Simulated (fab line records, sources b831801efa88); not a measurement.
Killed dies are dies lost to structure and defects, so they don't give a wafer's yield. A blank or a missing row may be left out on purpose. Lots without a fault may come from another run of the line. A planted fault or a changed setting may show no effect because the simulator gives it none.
One fault seen from 2 desks | flow sky130 | each desk has only its own numbers; what lay behind them comes last

THE TOOL OWNER'S DESK: implanter-01
The tool's own readings at SKY_NWELL_IMPLANT_24: means of the sampled wafers that have a number, for each lot that ran on this tool. A lot is out of limits, marked OUT, if its mean lies more than 4 standard deviations from the usual mean; the brackets give that distance.
Columns: A = beam_energy_keV at SKY_NWELL_IMPLANT_24, usual 140.02; B = dose_ions_cm2 at SKY_NWELL_IMPLANT_24, usual 9.2e+12
lot  | first seen here | A                        | B
L318 | day 5 21:53     | 139.96                   | 9.2e+12
L323 | day 7 09:14     | 140.00                   | 9.2e+12
L326 | day 8 06:16     | 140.01                   | 9.2e+12
L331 | day 9 09:11     | 139.99                   | 9.2e+12
L332 | day 9 18:19     | 129.02 (-99 or more) OUT | 9.2e+12
L333 | day 9 21:46     | 129.08 (-99 or more) OUT | 9.2e+12
L335 | day 10 12:36    | 129.04 (-99 or more) OUT | 9.2e+12
This desk's finding: out of limits on L332, L333, L335; first on L332, day 9 18:19 (beam_energy_keV at SKY_NWELL_IMPLANT_24). In limits: L318, L323, L326, L331.

THE METROLOGY DESK
What the gauges read, lot by lot, whatever tool the lot ran on: means of the sampled wafers that have a number. A lot is out of limits, marked OUT, if its mean lies more than 4 standard deviations from the usual mean; the brackets give that distance.
Columns: A = SONOS_TUNNEL_TW at SKY_SONOS_TUNNEL_TW_MEAS_12, usual 197.1; B = GATE_OXIDE_TW at SKY_GATE_OXIDE_TW_MEAS_14, usual 223.0
lot  | first seen here | A     | B
L317 | day 11 22:08    | 198.6 | 223.9
L318 | day 12 04:28    | 197.0 | 223.3
L320 | day 13 05:06    | 195.0 | 221.7
L323 | day 14 03:20    | 196.3 | 223.4
L324 | day 14 07:56    | 196.4 | 222.7
L325 | day 15 02:28    | 196.1 | 223.0
L326 | day 15 04:04    | 198.9 | 223.2
L331 | day 16 17:21    | 198.5 | 220.7
L332 | day 17 05:41    | 196.7 | 222.6
L333 | day 17 10:52    | 197.7 | 223.1
L334 | day 17 23:14    | 196.1 | 222.7
L335 | day 18 05:45    | 198.8 | 225.2
L338 | day 19 00:53    | 194.8 | 223.9
This desk's finding: nothing out of limits on any of the 13 lots.

PUT TOGETHER
The tool owner's desk could have raised an alarm at day 9 18:19, on L332, L333, L335.
The metrology desk saw nothing out of limits.
The metrology desk has L332, L333, L335 on record, within its limits.
Of the lots named, all ran SKY_NWELL_IMPLANT_24 on implanter-01.

WHAT THE SIMULATOR HAD PUT IN
Process parameter drift: implanter-01, from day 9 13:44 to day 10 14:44, at SKY_NWELL_IMPLANT_24. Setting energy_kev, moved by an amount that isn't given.
Lots struck among those shown: L332, L333, L335.
Hours from the fault's start to each desk's first reading out of limits: the tool owner's desk, 5.
